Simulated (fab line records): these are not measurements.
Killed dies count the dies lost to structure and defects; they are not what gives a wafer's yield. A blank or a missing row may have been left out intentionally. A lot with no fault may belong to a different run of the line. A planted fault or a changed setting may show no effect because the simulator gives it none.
fab line records + flow sky130
[record]
- lots = 13
- wafers = 39
- lastDay = 51
route steps=708 shown NWELL@76 VT_ADJUST_NCORE@128 VT_ADJUST_HVTR@138 PAD_OPEN@708
lots untouched by any fault: they come from a run of this same line in which no faults occurred
startH: the number of hours between the record's first day and the start of the first shown wafer of the lot + waitH: hours elapsed since this lot's preceding step + " identical to the entry in the row above + L1.1+2: one row covering several wafers at once + - no value present, or no start provided + * or withheld: withheld + < > ~ a bound
route shown NAME@n: names a module that has steps shown in the file, with the first one's number in the route + usual: average and standard deviation across the fault-free wafers + same: alike in all rows + chamber/n: place in a boat + sites: per-site readings + _std_site: how widely they spread, as a standard deviation + _edge_site: inner sites' mean taken away from outer sites' mean + radiusMm: how far each site lies from the wafer's centre + mask NAME#n: copy n + behind: the most recent tool/chamber to have shaped the wafer + hold: the reason the lot was held/the length of the hold in hours/how it ended + device: names the non-switching transistor (n, p or np) + end of line: tests run on the same wafers once the route is complete + a step with no rows: only its recipe + killed: not the wafer's yield, but the dies lost to structure and defects at the first sort + map: dies across one wafer; x = killed, . = not, _ = none there
set.NAME: the setting as run; set.NAME@STEP: as run at that earlier step + model.NAME: the simulator's own value behind a step, which no gauge read
one table for each step of the route and one row for each wafer, over a sample of lots
services: a tool's chamber out of use, with start hour (startH, from the record's first day; less than 0 if before it), hours out, and reason
[[steps]]
[step SKY_NWELL_OVL_MEAS_23]
[usual]
- NWELL_01_OVL = -0.5/1.9
| lot.wafer | tool       | chamber | startH | waitH | NWELL_01_OVL[nm] |
|-----------|------------|---------|--------|-------|------------------|
| L666.2    | overlay-01 | -       | 116.24 | -     | -0.2             |
| L666.3    | "          | -       | "      | "     | 0.3              |
| L666.5    | "          | -       | "      | "     | 0.0              |
| L665.2    | overlay-02 | -       | 116.94 | -     | -1.3             |
| L665.3    | "          | -       | "      | "     | -2.0             |
| L665.5    | "          | -       | "      | "     | -2.5             |
| L667.2    | overlay-01 | -       | 124.75 | -     | -2.7             |
| L667.5    | "          | -       | "      | "     | -1.3             |
| L667.6    | "          | -       | "      | "     | -4.2             |
| L669.1    | overlay-02 | -       | 134.54 | -     | -2.8             |
| L669.2    | "          | -       | "      | "     | -3.7             |
| L669.4    | "          | -       | "      | "     | -3.8             |
| L670.1    | overlay-01 | -       | 135.19 | -     | 0.3              |
| L670.2    | "          | -       | "      | "     | 0.4              |
| L670.6    | "          | -       | "      | "     | -0.4             |
| L671.3    | overlay-01 | -       | 145.00 | -     | 0.1              |
| L671.5    | "          | -       | "      | "     | 1.1              |
| L671.6    | "          | -       | "      | "     | 1.5              |
| L673.2    | overlay-02 | -       | 156.94 | -     | -1.3             |
| L673.5    | "          | -       | "      | "     | -1.3             |
| L673.6    | "          | -       | "      | "     | -0.5             |
| L674.2    | overlay-01 | -       | 161.45 | -     | -0.8             |
| L674.3    | "          | -       | "      | "     | 0.4              |
| L674.6    | "          | -       | "      | "     | 1.4              |
| L675.2    | overlay-02 | -       | 167.90 | -     | -1.0             |
| L675.3    | "          | -       | "      | "     | -1.2             |
| L675.5    | "          | -       | "      | "     | -1.1             |
| L676.1    | overlay-01 | -       | 174.49 | -     | 1.5              |
| L676.2    | "          | -       | "      | "     | 2.0              |
| L676.5    | "          | -       | "      | "     | 1.7              |
| L685.2    | overlay-01 | -       | 234.94 | -     | -1.9             |
| L685.3    | "          | -       | "      | "     | -0.5             |
| L685.4    | "          | -       | "      | "     | -1.3             |
| L686.1    | overlay-02 | -       | 239.84 | -     | -0.3             |
| L686.3    | "          | -       | "      | "     | 0.5              |
| L686.6    | "          | -       | "      | "     | -0.3             |
| L687.1    | overlay-01 | -       | 242.54 | -     | 3.9              |
| L687.2    | "          | -       | "      | "     | 3.6              |
| L687.6    | "          | -       | "      | "     | 4.1              |
[step SKY_VT_ADJUST_NCORE_IMPLANT_09]
[recipe]
- species = B
- energyKev = 10
- doseCm2 = 2.4e+12
- tiltDeg = withheld
[usual]
- doseIonsCm2 = 2.3996e+12/2.5e+09
- faradayCurrentUA = 13.6/0.3
| lot.wafer | tool         | chamber | startH | waitH | doseIonsCm2 | faradayCurrentUA |
|-----------|--------------|---------|--------|-------|-------------|------------------|
| L666.2    | implanter-01 | 0       | 199.17 | 0.0   | 2.3965e+12  | 13.3             |
| L666.3    | "            | 0       | "      | "     | 2.3992e+12  | 13.1             |
| L666.5    | "            | 0       | "      | "     | 2.3986e+12  | 14.5             |
| L665.2    | implanter-02 | 0       | 199.42 | 0.0   | 2.3939e+12  | 13.9             |
| L665.3    | "            | 0       | "      | "     | 2.4012e+12  | 13.2             |
| L665.5    | "            | 0       | "      | "     | 2.4012e+12  | 14.0             |
| L667.2    | implanter-01 | 0       | 207.67 | 0.0   | 2.3969e+12  | 13.5             |
| L667.5    | "            | 0       | "      | "     | 2.4017e+12  | 13.2             |
| L667.6    | "            | 0       | "      | "     | 2.3997e+12  | 13.6             |
| L669.1    | implanter-03 | 0       | 219.84 | 0.0   | 2.401e+12   | 13.5             |
| L669.2    | "            | 0       | "      | "     | 2.4025e+12  | 13.2             |
| L669.4    | "            | 0       | "      | "     | 2.4031e+12  | 14.2             |
| L670.1    | implanter-01 | 0       | 220.09 | 0.0   | 2.4026e+12  | 13.8             |
| L670.2    | "            | 0       | "      | "     | 2.4022e+12  | 13.8             |
| L670.6    | "            | 0       | "      | "     | 2.4031e+12  | 13.6             |
| L671.3    | implanter-03 | 0       | 233.44 | 0.1   | 2.3979e+12  | 13.0             |
| L671.5    | "            | 0       | "      | "     | 2.3987e+12  | 13.6             |
| L671.6    | "            | 0       | "      | "     | 2.4004e+12  | 13.2             |
| L673.2    | implanter-03 | 0       | 245.97 | 0.0   | 2.3974e+12  | 13.3             |
| L673.5    | "            | 0       | "      | "     | 2.4002e+12  | 13.2             |
| L673.6    | "            | 0       | "      | "     | 2.3938e+12  | 13.6             |
| L674.2    | implanter-03 | 0       | 251.87 | 0.0   | 2.3951e+12  | 13.3             |
| L674.3    | "            | 0       | "      | "     | 2.4002e+12  | 13.7             |
| L674.6    | "            | 0       | "      | "     | 2.3969e+12  | 13.8             |
| L675.2    | implanter-02 | 0       | 259.47 | 0.0   | 2.4034e+12  | 13.7             |
| L675.3    | "            | 0       | "      | "     | 2.4022e+12  | 13.7             |
| L675.5    | "            | 0       | "      | "     | 2.398e+12   | 13.7             |
| L676.1    | implanter-01 | 0       | 268.12 | 0.0   | 2.3979e+12  | 13.4             |
| L676.2    | "            | 0       | "      | "     | 2.3974e+12  | 13.4             |
| L676.5    | "            | 0       | "      | "     | 2.397e+12   | 14.1             |
| L685.2    | implanter-02 | 0       | 336.25 | 0.0   | 2.6874e+12  | 15.3             |
| L685.3    | "            | 0       | "      | "     | 2.6856e+12  | 15.1             |
| L685.4    | "            | 0       | "      | "     | 2.687e+12   | 15.0             |
| L686.1    | implanter-02 | 0       | 341.92 | 0.0   | 2.6864e+12  | 15.4             |
| L686.3    | "            | 0       | "      | "     | 2.6874e+12  | 15.4             |
| L686.6    | "            | 0       | "      | "     | 2.6858e+12  | 15.3             |
| L687.1    | implanter-03 | 0       | 344.12 | 0.0   | 2.3965e+12  | 13.4             |
| L687.2    | "            | 0       | "      | "     | 2.4e+12     | 13.3             |
| L687.6    | "            | 0       | "      | "     | 2.3951e+12  | 13.7             |
[step SKY_VT_ADJUST_NCORE_TW_MEAS_11]
[usual]
- VT_ADJUST_NCORE_TW = 215.5/0.94
| lot.wafer | tool         | chamber | startH | waitH | VT_ADJUST_NCORE_TW |
|-----------|--------------|---------|--------|-------|--------------------|
| L666.2    | filmMetro-04 | -       | 199.40 | 0.1   | 216.5              |
| L666.3    | "            | -       | "      | "     | 215.8              |
| L666.5    | "            | -       | "      | "     | 216.2              |
| L665.2    | filmMetro-04 | -       | 199.65 | 0.1   | 215.9              |
| L665.3    | "            | -       | "      | "     | 216.6              |
| L665.5    | "            | -       | "      | "     | 215.4              |
| L667.2    | filmMetro-03 | -       | 207.90 | 0.1   | 214.9              |
| L667.5    | "            | -       | "      | "     | 215.7              |
| L667.6    | "            | -       | "      | "     | 214.6              |
| L669.1    | filmMetro-01 | -       | 220.09 | 0.1   | 216.9              |
| L669.2    | "            | -       | "      | "     | 217.6              |
| L669.4    | "            | -       | "      | "     | 215.4              |
| L670.1    | filmMetro-04 | -       | 220.34 | 0.1   | 215.6              |
| L670.2    | "            | -       | "      | "     | 216.8              |
| L670.6    | "            | -       | "      | "     | 216.7              |
| L671.3    | filmMetro-01 | -       | 233.66 | 0.1   | 215.9              |
| L671.5    | "            | -       | "      | "     | 214.9              |
| L671.6    | "            | -       | "      | "     | 215.9              |
| L673.2    | filmMetro-01 | -       | 246.20 | 0.1   | 214.8              |
| L673.5    | "            | -       | "      | "     | 215.5              |
| L673.6    | "            | -       | "      | "     | 214.6              |
| L674.2    | filmMetro-01 | -       | 252.10 | 0.1   | 215.1              |
| L674.3    | "            | -       | "      | "     | 215.4              |
| L674.6    | "            | -       | "      | "     | 215.0              |
| L675.2    | filmMetro-03 | -       | 259.70 | 0.1   | 213.9              |
| L675.3    | "            | -       | "      | "     | 213.0              |
| L675.5    | "            | -       | "      | "     | 214.5              |
| L676.1    | filmMetro-01 | -       | 268.37 | 0.1   | 214.6              |
| L676.2    | "            | -       | "      | "     | 215.1              |
| L676.5    | "            | -       | "      | "     | 214.8              |
| L685.2    | filmMetro-01 | -       | 336.48 | 0.1   | 221.9              |
| L685.3    | "            | -       | "      | "     | 223.5              |
| L685.4    | "            | -       | "      | "     | 221.7              |
| L686.1    | filmMetro-01 | -       | 342.17 | 0.1   | 222.0              |
| L686.3    | "            | -       | "      | "     | 222.6              |
| L686.6    | "            | -       | "      | "     | 220.9              |
| L687.1    | filmMetro-01 | -       | 344.37 | 0.1   | 215.7              |
| L687.2    | "            | -       | "      | "     | 214.1              |
| L687.6    | "            | -       | "      | "     | 213.0              |
[step SKY_VT_ADJUST_HVTR_CD_MEAS_07]
[recipe]
- targetCdNm = 380
[usual]
- cdNm = 380.6/2.8
| lot.wafer | tool     | chamber | startH | waitH | cdNm  |
|-----------|----------|---------|--------|-------|-------|
| L666.2    | cdSem-01 | -       | 221.76 | 0.1   | 379.8 |
| L666.3    | "        | -       | "      | "     | 378.5 |
| L666.5    | "        | -       | "      | "     | 377.4 |
| L665.2    | cdSem-02 | -       | 222.06 | 0.1   | 382.4 |
| L665.3    | "        | -       | "      | "     | 385.8 |
| L665.5    | "        | -       | "      | "     | 385.2 |
| L667.2    | cdSem-01 | -       | 230.71 | 0.1   | 377.1 |
| L667.5    | "        | -       | "      | "     | 375.0 |
| L667.6    | "        | -       | "      | "     | 377.9 |
| L669.1    | cdSem-02 | -       | 243.39 | 0.1   | 376.4 |
| L669.2    | "        | -       | "      | "     | 377.8 |
| L669.4    | "        | -       | "      | "     | 375.1 |
| L670.1    | cdSem-01 | -       | 243.49 | 0.1   | 382.6 |
| L670.2    | "        | -       | "      | "     | 380.0 |
| L670.6    | "        | -       | "      | "     | 383.8 |
| L671.3    | cdSem-01 | -       | 257.38 | 0.1   | 378.3 |
| L671.5    | "        | -       | "      | "     | 379.9 |
| L671.6    | "        | -       | "      | "     | 381.3 |
| L673.2    | cdSem-01 | -       | 270.86 | 0.1   | 379.5 |
| L673.5    | "        | -       | "      | "     | 381.4 |
| L673.6    | "        | -       | "      | "     | 378.5 |
| L674.2    | cdSem-02 | -       | 276.36 | 0.1   | 379.7 |
| L674.3    | "        | -       | "      | "     | 383.3 |
| L674.6    | "        | -       | "      | "     | 382.9 |
| L675.2    | cdSem-02 | -       | 284.31 | 0.1   | 383.6 |
| L675.3    | "        | -       | "      | "     | 383.8 |
| L675.5    | "        | -       | "      | "     | 381.5 |
| L676.1    | cdSem-02 | -       | 292.64 | 0.1   | 378.9 |
| L676.2    | "        | -       | "      | "     | 381.3 |
| L676.5    | "        | -       | "      | "     | 380.4 |
| L685.2    | cdSem-02 | -       | 364.81 | 0.1   | 378.8 |
| L685.3    | "        | -       | "      | "     | 380.3 |
| L685.4    | "        | -       | "      | "     | 380.2 |
| L686.1    | cdSem-01 | -       | 370.29 | 0.1   | 384.2 |
| L686.3    | "        | -       | "      | "     | 380.6 |
| L686.6    | "        | -       | "      | "     | 380.9 |
| L687.1    | cdSem-02 | -       | 371.79 | 0.1   | 380.0 |
| L687.2    | "        | -       | "      | "     | 380.0 |
| L687.6    | "        | -       | "      | "     | 380.2 |
[step SKY_VT_ADJUST_HVTR_OVL_MEAS_08]
[usual]
- VT_ADJUST_HVTR_OVL = 0.9/1.3
| lot.wafer | tool       | chamber | startH | waitH | VT_ADJUST_HVTR_OVL[nm] |
|-----------|------------|---------|--------|-------|------------------------|
| L666.2    | overlay-01 | -       | 221.87 | 0.1   | 2.1                    |
| L666.3    | "          | -       | "      | "     | 1.4                    |
| L666.5    | "          | -       | "      | "     | 3.1                    |
| L665.2    | overlay-02 | -       | 222.17 | 0.1   | -0.4                   |
| L665.3    | "          | -       | "      | "     | 1.1                    |
| L665.5    | "          | -       | "      | "     | 0.8                    |
| L667.2    | overlay-02 | -       | 230.82 | 0.1   | -1.4                   |
| L667.5    | "          | -       | "      | "     | 0.7                    |
| L667.6    | "          | -       | "      | "     | -0.2                   |
| L669.1    | overlay-02 | -       | 243.51 | 0.1   | -0.9                   |
| L669.2    | "          | -       | "      | "     | -1.7                   |
| L669.4    | "          | -       | "      | "     | -1.4                   |
| L670.1    | overlay-02 | -       | 243.61 | 0.1   | 1.1                    |
| L670.2    | "          | -       | "      | "     | 1.2                    |
| L670.6    | "          | -       | "      | "     | 1.1                    |
| L671.3    | overlay-02 | -       | 257.47 | 0.1   | 1.0                    |
| L671.5    | "          | -       | "      | "     | 0.6                    |
| L671.6    | "          | -       | "      | "     | -0.1                   |
| L673.2    | overlay-01 | -       | 270.96 | 0.1   | 2.6                    |
| L673.5    | "          | -       | "      | "     | 1.4                    |
| L673.6    | "          | -       | "      | "     | 2.6                    |
| L674.2    | overlay-01 | -       | 276.46 | 0.1   | -0.1                   |
| L674.3    | "          | -       | "      | "     | 2.1                    |
| L674.6    | "          | -       | "      | "     | 2.4                    |
| L675.2    | overlay-02 | -       | 284.41 | 0.1   | -1.1                   |
| L675.3    | "          | -       | "      | "     | -1.8                   |
| L675.5    | "          | -       | "      | "     | -0.8                   |
| L676.1    | overlay-01 | -       | 292.76 | 0.1   | -0.3                   |
| L676.2    | "          | -       | "      | "     | 0.2                    |
| L676.5    | "          | -       | "      | "     | 0.4                    |
| L685.2    | overlay-02 | -       | 364.91 | 0.1   | -1.0                   |
| L685.3    | "          | -       | "      | "     | -0.2                   |
| L685.4    | "          | -       | "      | "     | 0.2                    |
| L686.1    | overlay-01 | -       | 370.41 | 0.1   | 1.5                    |
| L686.3    | "          | -       | "      | "     | 1.1                    |
| L686.6    | "          | -       | "      | "     | 1.5                    |
| L687.1    | overlay-02 | -       | 371.91 | 0.1   | 0.6                    |
| L687.2    | "          | -       | "      | "     | 1.4                    |
| L687.6    | "          | -       | "      | "     | 0.9                    |
[step SKY_PAD_OPEN_PROBE_99]
[usual]
- killed_at_M0_to_M3 = 43/6.8
- killed_at_M4_up = 3.1/1.8
- killedAtContacts = 25/5.8
- killedAtFrontEnd = 15/4.2
- killedAtOther = 0.3/0.5
- killedDies = 87/9.7
- killedOpen = 47/7.3
- killedShort = 39/6.6
[same]
- grossDies = 492
- killedAtBackSide = 0
| lot.wafer | tool      | chamber | startH  | waitH | killed_at_M0_to_M3 | killed_at_M4_up | killedAtContacts | killedAtFrontEnd | killedAtOther | killedDies | killedOpen | killedShort |
|-----------|-----------|---------|---------|-------|--------------------|-----------------|------------------|------------------|---------------|------------|------------|-------------|
| L674.2    | prober-02 | -       | 1136.90 | 0.1   | 35                 | 1               | 37               | 14               | 1             | 88         | 53         | 35          |
| L674.3    | prober-02 | -       | 1136.95 | 0.2   | 35                 | 4               | 13               | 19               | 1             | 72         | 42         | 30          |
| L674.6    | prober-02 | -       | 1137.10 | 0.2   | 35                 | 2               | 15               | 11               | 0             | 63         | 30         | 33          |
// killed by level:class
L674.2 CONTACT:geometricParticle:open=12 LI_CONTACT:geometricParticle:open=11 VIA1:geometricParticle:open=7 POLY_GATE:geometricParticle:open=5 VIA3:geometricParticle:open=5 CONTACT:geometricParticle:short=5 VIA2:geometricParticle:open=5 POLY_GATE:geometricParticle:short=4
L674.3 POLY_GATE:geometricParticle:open=7 LI_CONTACT:geometricParticle:open=7 VIA1:geometricParticle:open=7 VIA2:geometricParticle:open=6 FIELD_ISO:geometricParticle:open=4 METAL1:geometricParticle:short=4 VIA2:geometricParticle:short=4 VIA3:geometricParticle:open=4
L674.6 VIA1:geometricParticle:open=7 VIA1:geometricParticle:short=6 METAL2:geometricParticle:short=6 CONTACT:geometricParticle:open=5 LI_CONTACT:geometricParticle:open=4 VIA2:geometricParticle:short=4 POLY_GATE:geometricParticle:short=3 LI_CONTACT:geometricParticle:short=3
[[services]]
| tool         | chamber | startH | hours | kind   |
|--------------|---------|--------|-------|--------|
| implanter-03 | -       | 178.84 | 1.4   | repair |
| implanter-03 | -       | 186.98 | 0.5   | repair |
| implanter-03 | -       | 197.65 | 6.1   | repair |
| implanter-03 | -       | 264.41 | 8.6   | pm     |
| implanter-02 | -       | 265.56 | 3.0   | pm     |
| implanter-03 | -       | 311.76 | 4.4   | pm     |
| implanter-01 | -       | 312.17 | 30.7  | pm     |
[[key]]
[firstSign]
- step = SKY_VT_ADJUST_NCORE_IMPLANT_09
- reading = doseIonsCm2
- direction = up
- sigmas = 99+
- usual = *
- struck = *
[effect]
- step = SKY_VT_ADJUST_NCORE_IMPLANT_09
- reading = faradayCurrentUA
- direction = up
- sigmas = 5.7
- usual = 13.6
- struck = 15.3
[effect]
- step = SKY_VT_ADJUST_NCORE_TW_MEAS_11
- reading = VT_ADJUST_NCORE_TW
- direction = up
- sigmas = 7
- usual = 215.5
- struck = 222.1
metAt SKY_VT_ADJUST_NCORE_IMPLANT_09
struckLots L685,L686
testerLeftOut L685,L686
notActingAt SKY_NWELL_OVL_MEAS_23,SKY_VT_ADJUST_HVTR_CD_MEAS_07,SKY_VT_ADJUST_HVTR_OVL_MEAS_08
onsetBetween 259.47 336.25
[fault]
- kind = processParameterDrift
- tool = implanter-02
- chamber = -
- onsetH = 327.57
- steps = SKY_VT_ADJUST_NCORE_IMPLANT_09
- channel = doseCm2
- offset = *
- shape = step
- endH = 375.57
- actsIn = *
- stated = *
// testerLeftOut: of these lots the tester's yield and bins aren't shown, on N5 and GAA mostly nor the transistor test; their killed dies are dies lost to structure and defects alone, not to doping, threshold or leakage, so they don't give the yield
